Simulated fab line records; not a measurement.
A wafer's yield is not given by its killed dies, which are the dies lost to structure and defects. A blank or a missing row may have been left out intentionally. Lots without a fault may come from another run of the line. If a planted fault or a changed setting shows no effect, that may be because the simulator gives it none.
Chamber matching	flow sky130	4 sister chambers for SKY_VIA1_CMP_02 on cmp-02
The step polishes SiO2. 4 wafers are shown with their chamber, then 11 later ones without.

## WAFERS, EACH WITH ITS CHAMBER
wafer	chamber	motor-current-A (A)
L081.3	2	10.2
L081.4	1	12.6
L091.5	0	15.7
L092.3	3	11.6

## WAFERS WITH NO CHAMBER GIVEN
wafer	motor-current-A (A)
L092.4	15.1
L092.5	10.5
L093.1	11.5
L093.2	10.8
L093.5	11.5
L094.1	15.1
L094.5	11.0
L094.6	12.3
L097.2	14.7
L097.4	10.6
L097.6	15.8

## WHICH CHAMBER EACH WENT THROUGH
wafer	from the rows above	in truth
L092.4	0	0
L092.5	can't be placed: 2 or 3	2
L093.1	can't be placed: 3 or 1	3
L093.2	can't be placed: 2 or 3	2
L093.5	can't be placed: 3 or 1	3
L094.1	0	0
L094.5	can't be placed: 3 or 2 or 1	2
L094.6	can't be placed: 1 or 3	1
L097.2	0	0
L097.4	can't be placed: 2 or 3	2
L097.6	0	0
Correct placement for 4 of the 11. These rows do not allow placing 7 (true chamber among the candidates in 7). Placed wrongly: 0.
How it was worked out, from the rows above alone: a wafer's distance from a chamber is the root of the sum, over the readings, of the square of ((its reading less the chamber's mean) divided by the reading's scatter). The wafer belongs to the nearest chamber; if the next one is less than 2 further off, it can't be placed. Each chamber's mean is taken over the wafers shown for it. The scatter: root of mean squared gap, hidden wafer to nearest shown wafer, with one shown wafer a chamber.
